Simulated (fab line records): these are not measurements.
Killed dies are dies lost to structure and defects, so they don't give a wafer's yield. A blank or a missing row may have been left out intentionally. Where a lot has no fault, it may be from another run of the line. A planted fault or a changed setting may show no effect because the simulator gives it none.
What tool caused it? / flow gf180mcu / 14 lots with 42 wafers sampled at 4 steps, on a route of 602 steps

WHAT EACH GAUGE READ, for each wafer
GF_V3_RS_MEAS_24: measures by four-point-probe. Usual: V3_W_RS 0.3266 ohm/sq, standard deviation 0.003.
lot=L878; measured=day 22 11:56; on=film_metro-01; V3_W_RS (ohm/sq)=0.3271 0.3271 0.3299; flag=
lot=L879; measured=day 23 02:26; on=film_metro-02; V3_W_RS (ohm/sq)=0.3243 0.3204 0.3229; flag=
lot=L880; measured=day 23 07:04; on=film_metro-01; V3_W_RS (ohm/sq)=0.3262 0.3236 0.3247; flag=
lot=L881; measured=day 23 13:17; on=film_metro-02; V3_W_RS (ohm/sq)=0.3292 0.3260 0.3262; flag=
lot=L882; measured=day 23 21:33; on=film_metro-01; V3_W_RS (ohm/sq)=0.3236 0.3249 0.3287; flag=
lot=L892; measured=day 27 11:28; on=film_metro-03; V3_W_RS (ohm/sq)=0.3272 0.3292 0.3284; flag=
lot=L893; measured=day 27 15:56; on=film_metro-03; V3_W_RS (ohm/sq)=0.3222 0.3250 0.3249; flag=
lot=L894; measured=day 27 22:13; on=film_metro-03; V3_W_RS (ohm/sq)=0.3288 0.3311 0.3275; flag=
lot=L896; measured=day 28 13:35; on=film_metro-03; V3_W_RS (ohm/sq)=0.3321 0.3246 0.3260; flag=
lot=L897; measured=day 28 17:49; on=film_metro-01; V3_W_RS (ohm/sq)=0.3255 0.3329 0.3260; flag=
lot=L898; measured=day 29 00:08; on=film_metro-02; V3_W_RS (ohm/sq)=0.3281 0.3276 0.3279; flag=
lot=L899; measured=day 29 05:44; on=film_metro-01; V3_W_RS (ohm/sq)=0.3283 0.3295 0.3298; flag=
lot=L900; measured=day 29 11:17; on=film_metro-02; V3_W_RS (ohm/sq)=0.3193 0.3199 0.3207; flag=
lot=L901; measured=day 29 17:22; on=film_metro-01; V3_W_RS (ohm/sq)=0.3298 0.3300 0.3280; flag=

GF_PASSIVATION_THK_MEAS_01. Usual: PASSIVATION_CVD_00_THK 999 nm, standard deviation 12.
lot=L878; measured=day 28 06:23; on=film_metro-03; PASSIVATION_CVD_00_THK (nm)=1010 1004 1031; flag=
lot=L879; measured=day 28 18:40; on=film_metro-04; PASSIVATION_CVD_00_THK (nm)=980 990 999; flag=
lot=L880; measured=day 28 23:08; on=film_metro-03; PASSIVATION_CVD_00_THK (nm)=984 1002 1001; flag=
lot=L881; measured=day 29 03:11; on=film_metro-04; PASSIVATION_CVD_00_THK (nm)=994 1011 1008; flag=
lot=L882; measured=day 29 08:07; on=film_metro-04; PASSIVATION_CVD_00_THK (nm)=994 1009 1001; flag=
lot=L892; measured=day 32 10:01; on=film_metro-02; PASSIVATION_CVD_00_THK (nm)=986 988 1009; flag=
lot=L893; measured=day 32 14:11; on=film_metro-02; PASSIVATION_CVD_00_THK (nm)=1012 1027 1016; flag=
lot=L894; measured=day 32 22:20; on=film_metro-03; PASSIVATION_CVD_00_THK (nm)=1002 1000 1012; flag=
lot=L896; measured=day 33 06:35; on=film_metro-04; PASSIVATION_CVD_00_THK (nm)=999 1011 1009; flag=
lot=L897; measured=day 33 13:39; on=film_metro-02; PASSIVATION_CVD_00_THK (nm)=997 1009 1008; flag=
lot=L898; measured=day 33 18:46; on=film_metro-03; PASSIVATION_CVD_00_THK (nm)=990 1001 1015; flag=
lot=L899; measured=day 33 20:31; on=film_metro-03; PASSIVATION_CVD_00_THK (nm)=982 996 1003; flag=
lot=L900; measured=day 33 23:44; on=film_metro-03; PASSIVATION_CVD_00_THK (nm)=987 978 988; flag=
lot=L901; measured=day 34 06:10; on=film_metro-04; PASSIVATION_CVD_00_THK (nm)=989 989 1009; flag=

EACH LOT AND THE TOOL THAT RAN IT (in order: tool; ch and the chambers of the sampled wafers; start)
lot=L878; GF_HV_LDD_STRIP_37=plasma_asher-02 ch 0,1, day 11 15:07; GF_M4_SPUTTER_04=pvd_sputter-02, day 22 12:36
lot=L879; GF_HV_LDD_STRIP_37=plasma_asher-02 ch 0,1, day 12 01:38; GF_M4_SPUTTER_04=pvd_sputter-02, day 23 03:04
lot=L880; GF_HV_LDD_STRIP_37=plasma_asher-02 ch 0,1, day 12 04:28; GF_M4_SPUTTER_04=pvd_sputter-01, day 23 07:57
lot=L881; GF_HV_LDD_STRIP_37=plasma_asher-02 ch 0,1, day 12 10:54; GF_M4_SPUTTER_04=pvd_sputter-04, day 23 13:55
lot=L882; GF_HV_LDD_STRIP_37=plasma_asher-02 ch 0,1, day 12 20:20; GF_M4_SPUTTER_04=pvd_sputter-02, day 23 22:10
lot=L892; GF_HV_LDD_STRIP_37=plasma_asher-03 ch 0,1, day 16 07:21; GF_M4_SPUTTER_04=pvd_sputter-04, day 27 12:07
lot=L893; GF_HV_LDD_STRIP_37=plasma_asher-01 ch 0,1, day 16 11:14; GF_M4_SPUTTER_04=pvd_sputter-01, day 27 16:33
lot=L894; GF_HV_LDD_STRIP_37=plasma_asher-02 ch 0,1, day 16 21:38; GF_M4_SPUTTER_04=pvd_sputter-02, day 27 22:50
lot=L896; GF_HV_LDD_STRIP_37=plasma_asher-01 ch 0,1, day 17 13:57; GF_M4_SPUTTER_04=pvd_sputter-01, day 28 14:14
lot=L897; GF_HV_LDD_STRIP_37=plasma_asher-01 ch 0,1, day 17 17:52; GF_M4_SPUTTER_04=pvd_sputter-02, day 28 18:26
lot=L898; GF_HV_LDD_STRIP_37=plasma_asher-01 ch 1, day 18 03:12; GF_M4_SPUTTER_04=pvd_sputter-02, day 29 00:48
lot=L899; GF_HV_LDD_STRIP_37=plasma_asher-02 ch 0,1, day 18 09:43; GF_M4_SPUTTER_04=pvd_sputter-04, day 29 06:22
lot=L900; GF_HV_LDD_STRIP_37=plasma_asher-01 ch 0,1, day 18 17:12; GF_M4_SPUTTER_04=pvd_sputter-01, day 29 11:58
lot=L901; GF_HV_LDD_STRIP_37=plasma_asher-03 ch 0,1, day 18 23:36; GF_M4_SPUTTER_04=pvd_sputter-04, day 29 18:01
- GF_HV_LDD_STRIP_37: strips in O2/N2.
- GF_M4_SPUTTER_04: material TiN, target thk 50 nm, time 41.7 s.

AS READ BY THE TOOLS THEMSELVES (means over the sampled wafers that have a number; for cases with no such wafer, the mark the record gives instead)
GF_HV_LDD_STRIP_37. Usual: drypump_motor_current_A 5.76 A, standard deviation 0.29; heater_power_w 348 W, standard deviation 25; oes_product_au 0.716 a.u., standard deviation 0.0041; strip_time_to_endpoint_s 12.64 s, standard deviation 0.033.
lot=L878; tool=plasma_asher-02; drypump_motor_current_A (A)=5.73; heater_power_w (W)=333; oes_product_au (a.u.)=0.719; strip_time_to_endpoint_s (s)=12.65; flag=
lot=L879; tool=plasma_asher-02; drypump_motor_current_A (A)=5.75; heater_power_w (W)=328; oes_product_au (a.u.)=0.721; strip_time_to_endpoint_s (s)=12.65; flag=
lot=L880; tool=plasma_asher-02; drypump_motor_current_A (A)=5.96; heater_power_w (W)=355; oes_product_au (a.u.)=0.715; strip_time_to_endpoint_s (s)=12.62; flag=
lot=L881; tool=plasma_asher-02; drypump_motor_current_A (A)=5.74; heater_power_w (W)=334; oes_product_au (a.u.)=0.713; strip_time_to_endpoint_s (s)=12.58; flag=
lot=L882; tool=plasma_asher-02; drypump_motor_current_A (A)=5.94; heater_power_w (W)=352; oes_product_au (a.u.)=0.710; strip_time_to_endpoint_s (s)=12.65; flag=
lot=L892; tool=plasma_asher-03; drypump_motor_current_A (A)=5.66; heater_power_w (W)=336; oes_product_au (a.u.)=0.718; strip_time_to_endpoint_s (s)=12.62; flag=
lot=L893; tool=plasma_asher-01; drypump_motor_current_A (A)=5.59; heater_power_w (W)=361; oes_product_au (a.u.)=0.719; strip_time_to_endpoint_s (s)=12.65; flag=
lot=L894; tool=plasma_asher-02; drypump_motor_current_A (A)=5.72; heater_power_w (W)=332; oes_product_au (a.u.)=0.718; strip_time_to_endpoint_s (s)=12.65; flag=
lot=L896; tool=plasma_asher-01; drypump_motor_current_A (A)=5.60; heater_power_w (W)=362; oes_product_au (a.u.)=0.714; strip_time_to_endpoint_s (s)=12.60; flag=
lot=L897; tool=plasma_asher-01; drypump_motor_current_A (A)=5.57; heater_power_w (W)=362; oes_product_au (a.u.)=0.715; strip_time_to_endpoint_s (s)=12.65; flag=
lot=L898; tool=plasma_asher-01; drypump_motor_current_A (A)=5.56; heater_power_w (W)=363; oes_product_au (a.u.)=0.719; strip_time_to_endpoint_s (s)=12.63; flag=
lot=L899; tool=plasma_asher-02; drypump_motor_current_A (A)=5.74; heater_power_w (W)=328; oes_product_au (a.u.)=0.717; strip_time_to_endpoint_s (s)=12.66; flag=
lot=L900; tool=plasma_asher-01; drypump_motor_current_A (A)=5.60; heater_power_w (W)=359; oes_product_au (a.u.)=0.716; strip_time_to_endpoint_s (s)=12.61; flag=
lot=L901; tool=plasma_asher-03; drypump_motor_current_A (A)=5.65; heater_power_w (W)=338; oes_product_au (a.u.)=0.713; strip_time_to_endpoint_s (s)=12.71; flag=

GF_M4_SPUTTER_04. Usual: throttle_valve_pct at 29.4 %, with a standard deviation of 0.85.
lot=L878; tool=pvd_sputter-02; throttle_valve_pct (%)=29.3; flag=
lot=L879; tool=pvd_sputter-02; throttle_valve_pct (%)=29.4; flag=
lot=L880; tool=pvd_sputter-01; throttle_valve_pct (%)=28.6; flag=
lot=L881; tool=pvd_sputter-04; throttle_valve_pct (%)=30.3; flag=
lot=L882; tool=pvd_sputter-02; throttle_valve_pct (%)=29.1; flag=
lot=L892; tool=pvd_sputter-04; throttle_valve_pct (%)=29.6; flag=
lot=L893; tool=pvd_sputter-01; throttle_valve_pct (%)=28.6; flag=
lot=L894; tool=pvd_sputter-02; throttle_valve_pct (%)=29.7; flag=
lot=L896; tool=pvd_sputter-01; throttle_valve_pct (%)=28.8; flag=
lot=L897; tool=pvd_sputter-02; throttle_valve_pct (%)=29.2; flag=
lot=L898; tool=pvd_sputter-02; throttle_valve_pct (%)=28.5; flag=
lot=L899; tool=pvd_sputter-04; throttle_valve_pct (%)=29.8; flag=
lot=L900; tool=pvd_sputter-01; throttle_valve_pct (%)=28.6; flag=
lot=L901; tool=pvd_sputter-04; throttle_valve_pct (%)=30.1; flag=

THE ANSWER, worked out from the rows above alone
Rule: lot off if the mean of its wafers having a number is beyond 3 standard deviations from the usual mean. Also off: a lot with no number at a reading for which 4 or more lots have one. All remaining lots with rows at the step are treated as sound. After the gauges, taken in route order, come the tools' own readings; for these a lot's mean is taken, as printed above. At the first step where some lot is off, the reading lying furthest off is the one used; lots without a number count as furthest.
No lot is off at any reading shown: from this, nothing can be told.

WHAT HAD BEEN PUT IN BY THE SIMULATOR
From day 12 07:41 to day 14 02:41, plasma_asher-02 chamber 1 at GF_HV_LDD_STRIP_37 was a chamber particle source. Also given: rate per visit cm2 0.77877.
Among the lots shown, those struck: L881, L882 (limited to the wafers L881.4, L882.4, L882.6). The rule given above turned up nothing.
